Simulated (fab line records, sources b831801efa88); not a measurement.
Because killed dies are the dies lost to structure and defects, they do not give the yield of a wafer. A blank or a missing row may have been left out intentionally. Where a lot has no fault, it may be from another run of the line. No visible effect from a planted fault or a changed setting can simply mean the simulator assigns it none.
Which tool did it? -- flow sky130 -- 12 lots with 36 wafers sampled at 5 steps, on a route of 708 steps

## WHAT THE GAUGES SHOWED, per wafer
SKY_SONOS_ONO_OVL_MEAS_14. Usual: for SONOS_ONO_OVL the level is 0.3 nm and the standard deviation is 1.5.
lot,measured,on,SONOS_ONO_OVL (nm),flag
L463,day 13 14:33,overlay-02,-1.2 -1.0 0.1,
L466,day 14 07:32,overlay-02,1.3 -0.1 2.2,
L467,day 14 10:46,overlay-02,1.3 -0.2 -0.6,
L468,day 14 12:26,overlay-02,-1.2 1.4 -1.3,
L470,day 15 06:14,overlay-02,2.1 3.7 0.9,
L472,day 16 00:37,overlay-02,-0.4 -1.9 -2.7,
L477,day 17 06:18,overlay-01,-1.6 -2.1 0.4,
L478,day 17 21:23,overlay-02,1.0 1.3 -0.2,
L480,day 18 13:21,overlay-01,-0.3 0.5 0.3,
L485,day 20 07:50,overlay-02,-1.8 -0.3 -1.3,
L484,day 20 08:08,overlay-02,4.8 3.0 3.5,
L486,day 20 15:19,overlay-01,1.2 1.3 2.7,

SKY_RES_PROTECT_TW_MEAS_08. Usual: for POLY_GATE_TW the level is 4049 and the standard deviation is 20.
lot,measured,on,POLY_GATE_TW,flag
L463,day 16 00:22,filmMetro-04,4028 4043 4067,
L466,day 16 21:03,filmMetro-04,4036 4040 4055,
L467,day 17 01:16,filmMetro-01,4083 4064 4069,
L468,day 17 02:34,filmMetro-02,4032 4017 4028,
L470,day 17 21:23,filmMetro-01,4067 4062 4054,
L472,day 18 18:48,filmMetro-01,4059 4055 4055,
L477,day 20 04:44,filmMetro-02,4056 4033 4034,
L478,day 20 17:21,filmMetro-04,4053 4048 4050,
L480,day 21 08:14,filmMetro-02,4073 4084 4091,
L485,day 23 05:09,filmMetro-01,4024 4055 4058,
L484,day 23 03:56,filmMetro-04,4053 4070 4067,
L486,day 23 11:21,filmMetro-01,4041 4064 4070,

SKY_POLY_GATE_OVL_MEAS_14. Usual: for POLY_GATE_OVL the level is 2 nm and the standard deviation is 5.5.
lot,measured,on,POLY_GATE_OVL (nm),flag
L463,day 17 06:40,overlay-01,-6 -4 -6,
L466,day 18 04:56,overlay-01,-1 -5 0,
L467,day 18 09:49,overlay-02,-1 1 2,
L468,day 18 11:58,overlay-01,5 13 7,
L470,day 19 07:41,overlay-01,3 -3 -4,
L472,day 20 03:04,overlay-02,6 -1 3,
L477,day 21 13:17,overlay-02,9 5 11,
L478,day 22 02:25,overlay-02,-2 -4 -9,
L480,day 22 17:08,overlay-01,1 8 4,
L485,day 24 14:13,overlay-01,1 -1 0,
L484,day 24 11:04,overlay-01,2 -1 -10,
L486,day 24 18:54,overlay-02,6 -4 1,

SKY_POLY_GATE_THK_MEAS_21. Usual: for POLY_GATE_OXIDATION_THK the level is 3.99 nm and the standard deviation is 0.077.
lot,measured,on,POLY_GATE_OXIDATION_THK (nm),flag
L463,day 17 09:17,filmMetro-01,4.00 4.09 4.04,
L466,day 18 06:37,filmMetro-02,3.95 3.99 4.03,
L467,day 18 12:16,filmMetro-02,3.95 3.95 3.95,
L468,day 18 16:27,filmMetro-03,4.04 3.96 4.00,
L470,day 19 09:25,filmMetro-02,4.08 4.00 4.03,
L472,day 20 06:47,filmMetro-01,3.97 3.95 4.01,
L477,day 21 14:58,filmMetro-02,3.97 4.00 3.96,
L478,day 22 04:59,filmMetro-03,2.51 2.57 2.47,OFF
L480,day 22 18:52,filmMetro-03,2.80 2.74 2.62,OFF
L485,day 24 15:54,filmMetro-03,4.05 3.99 4.02,
L484,day 24 12:44,filmMetro-03,3.94 3.97 3.89,
L486,day 24 20:34,filmMetro-02,4.03 3.95 3.95,

## WHICH TOOL RAN EACH LOT (tool, then ch and the chambers of the sampled wafers, then the start)
lot,SKY_POLY_GATE_OXIDATION_20
L463,"furnace-01 ch 0, day 17 08:01"
L466,"furnace-01 ch 0, day 18 05:22"
L467,"furnace-01 ch 0, day 18 11:01"
L468,"furnace-01 ch 0, day 18 15:12"
L470,"furnace-02 ch 0, day 19 08:10"
L472,"furnace-01 ch 0, day 20 05:31"
L477,"furnace-02 ch 0, day 21 13:43"
L478,"furnace-01 ch 0, day 22 03:43"
L480,"furnace-01 ch 0, day 22 17:37"
L485,"furnace-02 ch 0, day 24 14:38"
L484,"furnace-02 ch 0, day 24 11:29"
L486,"furnace-02 ch 0, day 24 19:19"
- SKY_POLY_GATE_OXIDATION_20: stabilise 600 s, purge 300 s, target thk 4 nm.

## AS READ BY THE TOOLS THEMSELVES (means over the sampled wafers that have a number; for cases with no such wafer, the mark the record gives instead)
SKY_POLY_GATE_OXIDATION_20. Usual: spikeTcBottomC 870.0 C, standard deviation 2.5; spikeTcCentreC 851.3 C, standard deviation 1.6; spikeTcLowerC 849.9 C, standard deviation 0.97; spikeTcTopC 863.2 C, standard deviation 0.9; spikeTcUpperC 849.8 C, standard deviation 1.1; tubeCenterTempC 849.99 C, standard deviation 0.086; tube_center_temp_C_max 852.2, standard deviation 0.36.
lot,tool,spikeTcBottomC (C),spikeTcCentreC (C),spikeTcLowerC (C),spikeTcTopC (C),spikeTcUpperC (C),tubeCenterTempC (C),tube_center_temp_C_max,flag
L463,furnace-01,871.1,849.1,849.6,862.9,850.5,849.93,852.1,
L466,furnace-01,871.8,850.7,850.2,863.2,849.5,850.00,852.0,
L467,furnace-01,871.7,850.6,849.0,862.9,850.3,850.05,852.0,
L468,furnace-01,873.2,850.0,850.5,862.6,849.3,849.98,852.3,
L470,furnace-02,865.9,852.8,849.7,863.0,850.8,850.01,852.0,
L472,furnace-01,872.9,850.0,850.2,863.0,850.1,850.06,852.2,
L477,furnace-02,867.5,853.4,849.5,863.7,849.4,850.02,852.1,
L478,furnace-01,839.6,817.4,818.0,831.6,817.4,817.53,819.9,OFF
L480,furnace-01,839.7,817.5,817.9,831.0,816.8,817.57,819.9,OFF
L485,furnace-02,867.7,852.9,849.5,863.3,850.3,849.88,852.1,
L484,furnace-02,867.9,852.9,849.9,863.1,849.5,850.03,852.0,
L486,furnace-02,868.8,854.0,850.6,864.3,850.3,849.93,852.6,

## THE ANSWER, worked out from the rows above alone
Rule: a lot counts as off when the mean over its wafers that have a number is more than 3 standard deviations away from the usual mean. A lot without any number at a reading at which 4 lots or more have one is off too. All remaining lots with rows at the step are treated as sound. The gauges are gone through in route order, then the tools' own readings, and for those a lot's mean is taken as printed above. The first step at which some lot is off is used, and at that step the reading that is off furthest; a lot without a number counts as furthest.
Off: at SKY_POLY_GATE_THK_MEAS_21 (POLY_GATE_OXIDATION_THK), L478, L480.
If a tool, at a process step before that reading, ran all the lots that are off and no sound lot after the first of them, it fits. The gauges at SKY_POLY_GATE_THK_MEAS_21 aren't tried: what is off there is off at SKY_POLY_GATE_OXIDATION_20 too, on other tools, and a gauge's error can't cause that. One fits: furnace-01 at SKY_POLY_GATE_OXIDATION_20. Its last sound lot is L472 (day 20 05:31), its first lot that is off L478 (day 22 03:43): a fault that began between those two fits.
The tool's own readings at SKY_POLY_GATE_OXIDATION_20 bear it out: on the lots that are off they differ by more than 5 times the standard deviation of the sound lots' means. spikeTcBottomC reads 839.7 C there against 869.9 C on the sound lots; spikeTcCentreC reads 817.5 C there against 851.6 C on the sound lots; spikeTcLowerC reads 818.0 C there against 849.9 C on the sound lots; spikeTcTopC reads 831.3 C there against 863.2 C on the sound lots; spikeTcUpperC reads 817.1 C there against 850.0 C on the sound lots; tubeCenterTempC reads 817.55 C there against 849.99 C on the sound lots; tube_center_temp_C_max reads 819.9 there against 852.1 on the sound lots.

## WHAT THE SIMULATOR PUT IN
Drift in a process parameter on furnace-01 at SKY_POLY_GATE_OXIDATION_20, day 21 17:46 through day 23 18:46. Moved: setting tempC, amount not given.
Lots struck among those shown: L478, L480. This agrees with what the rule above found.
